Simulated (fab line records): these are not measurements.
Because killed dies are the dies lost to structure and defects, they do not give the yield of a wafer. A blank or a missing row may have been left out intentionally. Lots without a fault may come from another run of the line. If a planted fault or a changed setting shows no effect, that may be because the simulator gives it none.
fab line records / flow sfq-line
[record] lots = 6 wafers = 18 last-day = 87
route steps=325 shown I0@57 M1@58
lots untouched by any fault: they come from a run of this same line in which no faults occurred
start-h: start of the lot's first displayed wafer, in hours after the record's first day / wait-h: hours from the lot's prior step to this one / " unchanged from the row above / L1.1+2: a row that stands for several wafers / - either no value or no given start / * or withheld: withheld / < > ~ a bound
route shown NAME@n: names a module that has steps shown in the file, with the first one's number in the route / usual: mean/standard deviation taken from wafers without a fault / same: alike in all rows / chamber/n: place in a boat / sites: readings site by site / _std_site: the values' standard deviation / _edge_site: mean of outer sites minus mean of inner sites / radius-mm: how far each site lies from the wafer's centre / mask NAME#n: copy n / behind: tool/chamber where the wafer was last shaped / hold: what put the lot on hold/how long, in hours/how the hold closed / device: names the non-switching transistor (n, p or np) / end of line: tests run on the same wafers once the route is complete / where a step has no rows: the recipe by itself / killed: dies lost to structure and defects at the first sort, not the wafer's yield / map: a wafer's dies, marking killed ones x, the rest . and places with no die _
set.NAME: the setting the step ran with; set.NAME@STEP: the setting that earlier step ran with / model.NAME: the simulator's own value behind a step, which no gauge read
lots at selected steps of the route; one table per step, one row per wafer
services: when a tool's chamber went out of use (start-h, in hours from the record's first day, below 0 if earlier), for how many hours, and the reason
[[steps]]
[step SFQ_TRILAYER_I0_VIA_STRIP_SOLV_CLEAN_036]
[recipe] chemistry = NMP temp-c = 70 time-s = 600
[step SFQ_TRILAYER_M1_DEP_PRE_CLEAN_038]
[recipe] gas = Ar time-s = 22.5 bias-v = 250
[step SFQ_TRILAYER_M1_DEP_SPUTTER_037]
[recipe] material = Nb base-pressure-pa = 1.33e-06 chamber-pressure-pa = 0.1333 substrate-temp-c = 20 resputter-cathode-voltage-v = 400 target-thk-nm = 200 power-w = 2000 time-s = 133.3
[usual] throttle-valve-pct = 30.0/0.76
lot.wafer=L881.4 tool=pvd-sputter-06 chamber=- start-h=446.68 wait-h=0.0 throttle-valve-pct=30.3
lot.wafer=L881.5 tool=pvd-sputter-06 chamber=- start-h=446.68 wait-h=0.0 throttle-valve-pct=30.4
lot.wafer=L881.6 tool=pvd-sputter-06 chamber=- start-h=446.68 wait-h=0.0 throttle-valve-pct=31.1
lot.wafer=L886.1 tool=pvd-sputter-03 chamber=- start-h=497.49 wait-h=0.0 throttle-valve-pct=30.3
lot.wafer=L886.2 tool=pvd-sputter-03 chamber=- start-h=497.49 wait-h=0.0 throttle-valve-pct=29.9
lot.wafer=L886.5 tool=pvd-sputter-03 chamber=- start-h=497.49 wait-h=0.0 throttle-valve-pct=30.2
lot.wafer=L888.1 tool=pvd-sputter-05 chamber=- start-h=517.54 wait-h=0.0 throttle-valve-pct=29.2
lot.wafer=L888.2 tool=pvd-sputter-05 chamber=- start-h=517.54 wait-h=0.0 throttle-valve-pct=30.3
lot.wafer=L888.5 tool=pvd-sputter-05 chamber=- start-h=517.54 wait-h=0.0 throttle-valve-pct=28.3
lot.wafer=L896.1 tool=pvd-sputter-03 chamber=- start-h=597.37 wait-h=0.0 throttle-valve-pct=30.5
lot.wafer=L896.2 tool=pvd-sputter-03 chamber=- start-h=597.37 wait-h=0.0 throttle-valve-pct=29.9
lot.wafer=L896.4 tool=pvd-sputter-03 chamber=- start-h=597.37 wait-h=0.0 throttle-valve-pct=29.1
lot.wafer=L897.3 tool=pvd-sputter-03 chamber=- start-h=600.97 wait-h=0.0 throttle-valve-pct=30.1
lot.wafer=L897.4 tool=pvd-sputter-03 chamber=- start-h=600.97 wait-h=0.0 throttle-valve-pct=30.2
lot.wafer=L897.6 tool=pvd-sputter-03 chamber=- start-h=600.97 wait-h=0.0 throttle-valve-pct=30.3
lot.wafer=L899.3 tool=pvd-sputter-05 chamber=- start-h=624.97 wait-h=0.0 throttle-valve-pct=30.3
lot.wafer=L899.5 tool=pvd-sputter-05 chamber=- start-h=624.97 wait-h=0.0 throttle-valve-pct=28.5
lot.wafer=L899.6 tool=pvd-sputter-05 chamber=- start-h=624.97 wait-h=0.0 throttle-valve-pct=29.0
[step SFQ_M1_RS_MEAS_909]
[recipe] thk-meas-gauge = four-point-probe reads = Nb_of_TRILAYER_M1_DEP_SPUTTER_037
[usual] M1_NB_RS = 0.891/0.0085
lot.wafer=L881.4 tool=film-metro-01 chamber=- start-h=446.78 wait-h=0.1 M1_NB_RS[ohm/sq]=0.890
lot.wafer=L881.5 tool=film-metro-01 chamber=- start-h=446.78 wait-h=0.1 M1_NB_RS[ohm/sq]=0.892
lot.wafer=L881.6 tool=film-metro-01 chamber=- start-h=446.78 wait-h=0.1 M1_NB_RS[ohm/sq]=0.899
lot.wafer=L886.1 tool=film-metro-02 chamber=- start-h=497.59 wait-h=0.0 M1_NB_RS[ohm/sq]=0.892
lot.wafer=L886.2 tool=film-metro-02 chamber=- start-h=497.59 wait-h=0.0 M1_NB_RS[ohm/sq]=0.886
lot.wafer=L886.5 tool=film-metro-02 chamber=- start-h=497.59 wait-h=0.0 M1_NB_RS[ohm/sq]=0.896
lot.wafer=L888.1 tool=film-metro-03 chamber=- start-h=517.64 wait-h=0.0 M1_NB_RS[ohm/sq]=0.883
lot.wafer=L888.2 tool=film-metro-03 chamber=- start-h=517.64 wait-h=0.0 M1_NB_RS[ohm/sq]=0.879
lot.wafer=L888.5 tool=film-metro-03 chamber=- start-h=517.64 wait-h=0.0 M1_NB_RS[ohm/sq]=0.883
lot.wafer=L896.1 tool=film-metro-01 chamber=- start-h=597.46 wait-h=0.0 M1_NB_RS[ohm/sq]=0.874
lot.wafer=L896.2 tool=film-metro-01 chamber=- start-h=597.46 wait-h=0.0 M1_NB_RS[ohm/sq]=0.876
lot.wafer=L896.4 tool=film-metro-01 chamber=- start-h=597.46 wait-h=0.0 M1_NB_RS[ohm/sq]=0.877
lot.wafer=L897.3 tool=film-metro-02 chamber=- start-h=601.10 wait-h=0.1 M1_NB_RS[ohm/sq]=0.890
lot.wafer=L897.4 tool=film-metro-02 chamber=- start-h=601.10 wait-h=0.1 M1_NB_RS[ohm/sq]=0.891
lot.wafer=L897.6 tool=film-metro-02 chamber=- start-h=601.10 wait-h=0.1 M1_NB_RS[ohm/sq]=0.881
lot.wafer=L899.3 tool=film-metro-03 chamber=- start-h=625.10 wait-h=0.1 M1_NB_RS[ohm/sq]=0.892
lot.wafer=L899.5 tool=film-metro-03 chamber=- start-h=625.10 wait-h=0.1 M1_NB_RS[ohm/sq]=0.896
lot.wafer=L899.6 tool=film-metro-03 chamber=- start-h=625.10 wait-h=0.1 M1_NB_RS[ohm/sq]=0.885
[step SFQ_TRILAYER_M1_LITHO_COAT_044]
[recipe] resist = BARC spin-rpm = 3000 resist-thk-nm = 62
[step SFQ_TRILAYER_M1_LITHO_COAT_039]
[recipe] resist = KrF spin-rpm = 3000 resist-thk-nm = 600
[step SFQ_TRILAYER_M1_LITHO_SOFTBAKE_043]
[recipe] temp-c = withheld time-s = withheld resist = KrF
[step SFQ_TRILAYER_M1_LITHO_EXPOSE_040]
[recipe] mask-id = M1 na = 0.6 source-shape = conventional sigma-outer = 0.65 target-cd-nm = 500 dose-mj = 14.4
[step SFQ_TRILAYER_M1_LITHO_PEB_042]
[recipe] peb-temp-c = 115 peb-time-s = 60 resist = KrF
[step SFQ_TRILAYER_M1_LITHO_DEVELOP_041]
[recipe] time-s = 60 resist = KrF
[step SFQ_M1_OVL_MEAS_911]
[usual] M1_OVL = -1/6.9
lot.wafer=L881.4 tool=overlay-01 chamber=- start-h=598.80 wait-h=0.1 M1_OVL[nm]=-3
lot.wafer=L881.5 tool=overlay-01 chamber=- start-h=598.80 wait-h=0.1 M1_OVL[nm]=-2
lot.wafer=L881.6 tool=overlay-01 chamber=- start-h=598.80 wait-h=0.1 M1_OVL[nm]=-6
lot.wafer=L886.1 tool=overlay-01 chamber=- start-h=642.10 wait-h=0.1 M1_OVL[nm]=-3
lot.wafer=L886.2 tool=overlay-01 chamber=- start-h=642.10 wait-h=0.1 M1_OVL[nm]=3
lot.wafer=L886.5 tool=overlay-01 chamber=- start-h=642.10 wait-h=0.1 M1_OVL[nm]=-2
lot.wafer=L888.1 tool=overlay-02 chamber=- start-h=655.30 wait-h=0.1 M1_OVL[nm]=7
lot.wafer=L888.2 tool=overlay-02 chamber=- start-h=655.30 wait-h=0.1 M1_OVL[nm]=0
lot.wafer=L888.5 tool=overlay-02 chamber=- start-h=655.30 wait-h=0.1 M1_OVL[nm]=4
lot.wafer=L896.1 tool=overlay-01 chamber=- start-h=736.28 wait-h=0.1 M1_OVL[nm]=0
lot.wafer=L896.2 tool=overlay-01 chamber=- start-h=736.28 wait-h=0.1 M1_OVL[nm]=1
lot.wafer=L896.4 tool=overlay-01 chamber=- start-h=736.28 wait-h=0.1 M1_OVL[nm]=4
lot.wafer=L897.3 tool=overlay-02 chamber=- start-h=742.29 wait-h=0.1 M1_OVL[nm]=9
lot.wafer=L897.4 tool=overlay-02 chamber=- start-h=742.29 wait-h=0.1 M1_OVL[nm]=4
lot.wafer=L897.6 tool=overlay-02 chamber=- start-h=742.29 wait-h=0.1 M1_OVL[nm]=5
lot.wafer=L899.3 tool=overlay-01 chamber=- start-h=771.09 wait-h=0.1 M1_OVL[nm]=-1
lot.wafer=L899.5 tool=overlay-01 chamber=- start-h=771.09 wait-h=0.1 M1_OVL[nm]=-11
lot.wafer=L899.6 tool=overlay-01 chamber=- start-h=771.09 wait-h=0.1 M1_OVL[nm]=-10
[step SFQ_TRILAYER_M1_BARC_OPEN_METAL_ETCH_054]
[recipe] mask-material = PR chemistry = O2 target-depth-nm = 125 target = BARC icp-w = 600 bias-w = 80 pressure-mtorr = 10 time-s = 41.7
[usual] drypump-motor-current-A = 5.93/0.29 oes-product-au = 0.684/0.0046
lot.wafer=L881.4 tool=rie-metal-03 chamber=1 start-h=598.83 wait-h=0.0 drypump-motor-current-A=6.00 oes-product-au=0.681 rf-hours-counter-h=- model.KrF_of_TRILAYER_M1_LITHO_COAT_039.thk-nm=521.6
lot.wafer=L881.5 tool=rie-metal-03 chamber=1 start-h=598.83 wait-h=0.0 drypump-motor-current-A=6.01 oes-product-au=0.684 rf-hours-counter-h=- model.KrF_of_TRILAYER_M1_LITHO_COAT_039.thk-nm=524
lot.wafer=L881.6 tool=rie-metal-03 chamber=0 start-h=598.83 wait-h=0.0 drypump-motor-current-A=6.39 oes-product-au=0.679 rf-hours-counter-h=- model.KrF_of_TRILAYER_M1_LITHO_COAT_039.thk-nm=524.8
lot.wafer=L886.1 tool=rie-metal-04 chamber=1 start-h=642.14 wait-h=0.0 drypump-motor-current-A=5.93 oes-product-au=0.683 rf-hours-counter-h=97 model.KrF_of_TRILAYER_M1_LITHO_COAT_039.thk-nm=523.1
lot.wafer=L886.2 tool=rie-metal-04 chamber=0 start-h=642.14 wait-h=0.0 drypump-motor-current-A=5.77 oes-product-au=0.688 rf-hours-counter-h=109 model.KrF_of_TRILAYER_M1_LITHO_COAT_039.thk-nm=523.6
lot.wafer=L886.5 tool=rie-metal-04 chamber=1 start-h=642.14 wait-h=0.0 drypump-motor-current-A=5.94 oes-product-au=0.681 rf-hours-counter-h=- model.KrF_of_TRILAYER_M1_LITHO_COAT_039.thk-nm=523.4
lot.wafer=L888.1 tool=rie-metal-04 chamber=0 start-h=655.34 wait-h=0.0 drypump-motor-current-A=5.77 oes-product-au=0.677 rf-hours-counter-h=110 model.KrF_of_TRILAYER_M1_LITHO_COAT_039.thk-nm=525.7
lot.wafer=L888.2 tool=rie-metal-04 chamber=1 start-h=655.34 wait-h=0.0 drypump-motor-current-A=5.93 oes-product-au=0.690 rf-hours-counter-h=98 model.KrF_of_TRILAYER_M1_LITHO_COAT_039.thk-nm=525.5
lot.wafer=L888.5 tool=rie-metal-04 chamber=0 start-h=655.34 wait-h=0.0 drypump-motor-current-A=5.79 oes-product-au=0.684 rf-hours-counter-h=- model.KrF_of_TRILAYER_M1_LITHO_COAT_039.thk-nm=526.5
lot.wafer=L896.1 tool=rie-metal-03 chamber=0 start-h=736.32 wait-h=0.0 drypump-motor-current-A=6.48 oes-product-au=0.677 rf-hours-counter-h=25 model.KrF_of_TRILAYER_M1_LITHO_COAT_039.thk-nm=544.8
lot.wafer=L896.2 tool=rie-metal-03 chamber=1 start-h=736.32 wait-h=0.0 drypump-motor-current-A=6.03 oes-product-au=0.686 rf-hours-counter-h=97 model.KrF_of_TRILAYER_M1_LITHO_COAT_039.thk-nm=522
lot.wafer=L896.4 tool=rie-metal-03 chamber=1 start-h=736.32 wait-h=0.0 drypump-motor-current-A=6.03 oes-product-au=0.674 rf-hours-counter-h=- model.KrF_of_TRILAYER_M1_LITHO_COAT_039.thk-nm=542
lot.wafer=L897.3 tool=rie-metal-03 chamber=1 start-h=742.34 wait-h=0.0 drypump-motor-current-A=6.01 oes-product-au=0.687 rf-hours-counter-h=- model.KrF_of_TRILAYER_M1_LITHO_COAT_039.thk-nm=521.5
lot.wafer=L897.4 tool=rie-metal-03 chamber=0 start-h=742.34 wait-h=0.0 drypump-motor-current-A=6.49 oes-product-au=0.687 rf-hours-counter-h=- model.KrF_of_TRILAYER_M1_LITHO_COAT_039.thk-nm=544.3
lot.wafer=L897.6 tool=rie-metal-03 chamber=0 start-h=742.34 wait-h=0.0 drypump-motor-current-A=6.40 oes-product-au=0.686 rf-hours-counter-h=- model.KrF_of_TRILAYER_M1_LITHO_COAT_039.thk-nm=524.6
lot.wafer=L899.3 tool=rie-metal-01 chamber=0 start-h=771.14 wait-h=0.0 drypump-motor-current-A=5.58 oes-product-au=0.684 rf-hours-counter-h=- model.KrF_of_TRILAYER_M1_LITHO_COAT_039.thk-nm=524.3
lot.wafer=L899.5 tool=rie-metal-01 chamber=0 start-h=771.14 wait-h=0.0 drypump-motor-current-A=5.57 oes-product-au=0.675 rf-hours-counter-h=- model.KrF_of_TRILAYER_M1_LITHO_COAT_039.thk-nm=523.2
lot.wafer=L899.6 tool=rie-metal-01 chamber=1 start-h=771.14 wait-h=0.0 drypump-motor-current-A=5.61 oes-product-au=0.688 rf-hours-counter-h=- model.KrF_of_TRILAYER_M1_LITHO_COAT_039.thk-nm=523.2
[step SFQ_TRILAYER_M1_ETCH_METAL_ETCH_042]
[recipe] target = Nb stop-on = SiO2 mask-material = PR chemistry = Cl2/Ar target-depth-nm = 240 icp-w = 600 bias-w = 80 pressure-mtorr = 10 time-s = 120
[usual] drypump-motor-current-A = 5.9/0.3 oes-product-au = 0.894/0.0068
lot.wafer=L881.4 tool=rie-metal-03 chamber=1 start-h=598.92 wait-h=0.1 drypump-motor-current-A=6.0 oes-product-au=0.893 rf-hours-counter-h=- model.KrF_of_TRILAYER_M1_LITHO_COAT_039.thk-nm=377.4
lot.wafer=L881.5 tool=rie-metal-03 chamber=1 start-h=598.92 wait-h=0.1 drypump-motor-current-A=6.0 oes-product-au=0.889 rf-hours-counter-h=- model.KrF_of_TRILAYER_M1_LITHO_COAT_039.thk-nm=379.8
lot.wafer=L881.6 tool=rie-metal-03 chamber=0 start-h=598.92 wait-h=0.1 drypump-motor-current-A=6.5 oes-product-au=0.891 rf-hours-counter-h=- model.KrF_of_TRILAYER_M1_LITHO_COAT_039.thk-nm=385.2
lot.wafer=L886.1 tool=rie-metal-04 chamber=1 start-h=642.20 wait-h=0.0 drypump-motor-current-A=5.9 oes-product-au=0.898 rf-hours-counter-h=97 model.KrF_of_TRILAYER_M1_LITHO_COAT_039.thk-nm=381.2
lot.wafer=L886.2 tool=rie-metal-04 chamber=0 start-h=642.20 wait-h=0.0 drypump-motor-current-A=5.8 oes-product-au=0.896 rf-hours-counter-h=109 model.KrF_of_TRILAYER_M1_LITHO_COAT_039.thk-nm=381.3
lot.wafer=L886.5 tool=rie-metal-04 chamber=1 start-h=642.20 wait-h=0.0 drypump-motor-current-A=5.9 oes-product-au=0.888 rf-hours-counter-h=- model.KrF_of_TRILAYER_M1_LITHO_COAT_039.thk-nm=380.8
lot.wafer=L888.1 tool=rie-metal-04 chamber=0 start-h=655.40 wait-h=0.0 drypump-motor-current-A=5.8 oes-product-au=0.894 rf-hours-counter-h=110 model.KrF_of_TRILAYER_M1_LITHO_COAT_039.thk-nm=383.9
lot.wafer=L888.2 tool=rie-metal-04 chamber=1 start-h=655.40 wait-h=0.0 drypump-motor-current-A=5.9 oes-product-au=0.895 rf-hours-counter-h=98 model.KrF_of_TRILAYER_M1_LITHO_COAT_039.thk-nm=382.9
lot.wafer=L888.5 tool=rie-metal-04 chamber=0 start-h=655.40 wait-h=0.0 drypump-motor-current-A=5.8 oes-product-au=0.897 rf-hours-counter-h=- model.KrF_of_TRILAYER_M1_LITHO_COAT_039.thk-nm=386.4
lot.wafer=L896.1 tool=rie-metal-03 chamber=0 start-h=736.38 wait-h=0.0 drypump-motor-current-A=6.4 oes-product-au=0.910 rf-hours-counter-h=26 model.KrF_of_TRILAYER_M1_LITHO_COAT_039.thk-nm=404.9
lot.wafer=L896.2 tool=rie-metal-03 chamber=1 start-h=736.38 wait-h=0.0 drypump-motor-current-A=6.0 oes-product-au=0.909 rf-hours-counter-h=97 model.KrF_of_TRILAYER_M1_LITHO_COAT_039.thk-nm=379.8
lot.wafer=L896.4 tool=rie-metal-03 chamber=1 start-h=736.38 wait-h=0.0 drypump-motor-current-A=6.0 oes-product-au=0.898 rf-hours-counter-h=- model.KrF_of_TRILAYER_M1_LITHO_COAT_039.thk-nm=401.3
lot.wafer=L897.3 tool=rie-metal-03 chamber=1 start-h=742.42 wait-h=0.1 drypump-motor-current-A=6.0 oes-product-au=0.894 rf-hours-counter-h=- model.KrF_of_TRILAYER_M1_LITHO_COAT_039.thk-nm=380.4
lot.wafer=L897.4 tool=rie-metal-03 chamber=0 start-h=742.42 wait-h=0.1 drypump-motor-current-A=6.4 oes-product-au=0.890 rf-hours-counter-h=- model.KrF_of_TRILAYER_M1_LITHO_COAT_039.thk-nm=405.6
lot.wafer=L897.6 tool=rie-metal-03 chamber=0 start-h=742.42 wait-h=0.1 drypump-motor-current-A=6.5 oes-product-au=0.900 rf-hours-counter-h=- model.KrF_of_TRILAYER_M1_LITHO_COAT_039.thk-nm=386.4
lot.wafer=L899.3 tool=rie-metal-01 chamber=0 start-h=771.22 wait-h=0.1 drypump-motor-current-A=5.6 oes-product-au=0.895 rf-hours-counter-h=- model.KrF_of_TRILAYER_M1_LITHO_COAT_039.thk-nm=384.9
lot.wafer=L899.5 tool=rie-metal-01 chamber=0 start-h=771.22 wait-h=0.1 drypump-motor-current-A=5.6 oes-product-au=0.899 rf-hours-counter-h=- model.KrF_of_TRILAYER_M1_LITHO_COAT_039.thk-nm=384.9
lot.wafer=L899.6 tool=rie-metal-01 chamber=1 start-h=771.22 wait-h=0.1 drypump-motor-current-A=5.6 oes-product-au=0.904 rf-hours-counter-h=- model.KrF_of_TRILAYER_M1_LITHO_COAT_039.thk-nm=383.3
[step SFQ_TRILAYER_M1_STRIP_STRIP_043]
[recipe] gas = O2 power-w = 200 platen-temp-c = 40 overash-fraction = 0.65 chemistry = O2 pressure-mtorr = 50
[usual] drypump-motor-current-A = 5.93/0.29 oes-product-au = 1.002/0.0096
lot.wafer=L881.4 tool=rie-metal-03 chamber=1 start-h=599.20 wait-h=0.2 drypump-motor-current-A=6.03 oes-product-au=1.015 rf-hours-counter-h=-
lot.wafer=L881.5 tool=rie-metal-03 chamber=1 start-h=599.20 wait-h=0.2 drypump-motor-current-A=6.04 oes-product-au=1.021 rf-hours-counter-h=-
lot.wafer=L881.6 tool=rie-metal-03 chamber=0 start-h=599.20 wait-h=0.2 drypump-motor-current-A=6.50 oes-product-au=0.996 rf-hours-counter-h=-
lot.wafer=L886.1 tool=rie-metal-04 chamber=1 start-h=642.32 wait-h=0.1 drypump-motor-current-A=5.93 oes-product-au=1.009 rf-hours-counter-h=97
lot.wafer=L886.2 tool=rie-metal-04 chamber=0 start-h=642.32 wait-h=0.1 drypump-motor-current-A=5.78 oes-product-au=1.017 rf-hours-counter-h=109
lot.wafer=L886.5 tool=rie-metal-04 chamber=1 start-h=642.32 wait-h=0.1 drypump-motor-current-A=5.93 oes-product-au=1.008 rf-hours-counter-h=-
lot.wafer=L888.1 tool=rie-metal-04 chamber=0 start-h=655.52 wait-h=0.1 drypump-motor-current-A=5.80 oes-product-au=0.997 rf-hours-counter-h=110
lot.wafer=L888.2 tool=rie-metal-04 chamber=1 start-h=655.52 wait-h=0.1 drypump-motor-current-A=5.92 oes-product-au=1.006 rf-hours-counter-h=98
lot.wafer=L888.5 tool=rie-metal-04 chamber=0 start-h=655.52 wait-h=0.1 drypump-motor-current-A=5.80 oes-product-au=1.001 rf-hours-counter-h=-
lot.wafer=L896.1 tool=rie-metal-03 chamber=0 start-h=736.50 wait-h=0.1 drypump-motor-current-A=6.45 oes-product-au=0.987 rf-hours-counter-h=26
lot.wafer=L896.2 tool=rie-metal-03 chamber=1 start-h=736.50 wait-h=0.1 drypump-motor-current-A=6.03 oes-product-au=0.993 rf-hours-counter-h=97
lot.wafer=L896.4 tool=rie-metal-03 chamber=1 start-h=736.50 wait-h=0.1 drypump-motor-current-A=6.01 oes-product-au=0.994 rf-hours-counter-h=-
lot.wafer=L897.3 tool=rie-metal-03 chamber=1 start-h=742.70 wait-h=0.2 drypump-motor-current-A=6.01 oes-product-au=0.997 rf-hours-counter-h=-
lot.wafer=L897.4 tool=rie-metal-03 chamber=0 start-h=742.70 wait-h=0.2 drypump-motor-current-A=6.41 oes-product-au=0.996 rf-hours-counter-h=-
lot.wafer=L897.6 tool=rie-metal-03 chamber=0 start-h=742.70 wait-h=0.2 drypump-motor-current-A=6.44 oes-product-au=0.986 rf-hours-counter-h=-
lot.wafer=L899.3 tool=rie-metal-01 chamber=0 start-h=771.50 wait-h=0.2 drypump-motor-current-A=5.59 oes-product-au=1.002 rf-hours-counter-h=-
lot.wafer=L899.5 tool=rie-metal-01 chamber=0 start-h=771.50 wait-h=0.2 drypump-motor-current-A=5.59 oes-product-au=1.002 rf-hours-counter-h=-
lot.wafer=L899.6 tool=rie-metal-01 chamber=1 start-h=771.50 wait-h=0.2 drypump-motor-current-A=5.65 oes-product-au=0.993 rf-hours-counter-h=-
[[services]]
tool=pvd-sputter-06 chamber=0 start-h=435.06 hours=- kind=consumable-replace:kit
tool=pvd-sputter-06 chamber=0 start-h=435.06 hours=18.0 kind=scheduled-down
tool=pvd-sputter-06 chamber=0 start-h=435.06 hours=18.0 kind=vent-cycle
tool=rie-metal-04 chamber=0 start-h=473.65 hours=6.4 kind=repair
tool=rie-metal-01 chamber=0 start-h=488.96 hours=- kind=clean
tool=rie-metal-01 chamber=0 start-h=488.96 hours=23.6 kind=scheduled-down
tool=rie-metal-01 chamber=0 start-h=488.96 hours=23.6 kind=vent-cycle
tool=rie-metal-03 chamber=0 start-h=543.13 hours=- kind=clean
tool=rie-metal-03 chamber=0 start-h=543.13 hours=17.2 kind=scheduled-down
tool=rie-metal-03 chamber=0 start-h=543.13 hours=17.2 kind=vent-cycle
tool=pvd-sputter-05 chamber=- start-h=558.87 hours=0.8 kind=repair
tool=pvd-sputter-03 chamber=- start-h=572.28 hours=1.9 kind=repair
tool=pvd-sputter-05 chamber=- start-h=575.20 hours=5.0 kind=repair
tool=pvd-sputter-03 chamber=- start-h=601.08 hours=5.0 kind=repair
tool=pvd-sputter-03 chamber=2 start-h=606.08 hours=- kind=consumable-replace:kit
tool=pvd-sputter-03 chamber=2 start-h=606.08 hours=18.0 kind=scheduled-down
tool=pvd-sputter-03 chamber=2 start-h=606.08 hours=18.0 kind=vent-cycle
tool=rie-metal-04 chamber=- start-h=623.98 hours=1.4 kind=pm
tool=pvd-sputter-05 chamber=- start-h=648.84 hours=1.4 kind=repair
tool=rie-metal-03 chamber=1 start-h=698.95 hours=24.6 kind=repair
tool=pvd-sputter-05 chamber=- start-h=738.11 hours=7.3 kind=repair
tool=pvd-sputter-03 chamber=- start-h=762.99 hours=2.6 kind=repair
[[key]]
first-sign none at tools or gauges
[model-effect] step = SFQ_TRILAYER_M1_BARC_OPEN_METAL_ETCH_054 value = KrF_of_TRILAYER_M1_LITHO_COAT_039.thk-nm without = 522.5 struck = 543.7
[model-effect] step = SFQ_TRILAYER_M1_ETCH_METAL_ETCH_042 value = KrF_of_TRILAYER_M1_LITHO_COAT_039.thk-nm without = 382.7 struck = 403.9
met-at SFQ_TRILAYER_M1_BARC_OPEN_METAL_ETCH_054
struck-wafers L896.1,L896.4,L897.4
onset-between 598.83 736.32
[fault] kind = process-parameter-drift tool = rie-metal-03 chamber = - onset-h = 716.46 steps = SFQ_TRILAYER_M1_BARC_OPEN_METAL_ETCH_054 channel = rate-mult offset = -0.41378 shape = step end-h = 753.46 scope = struck-wafers-only
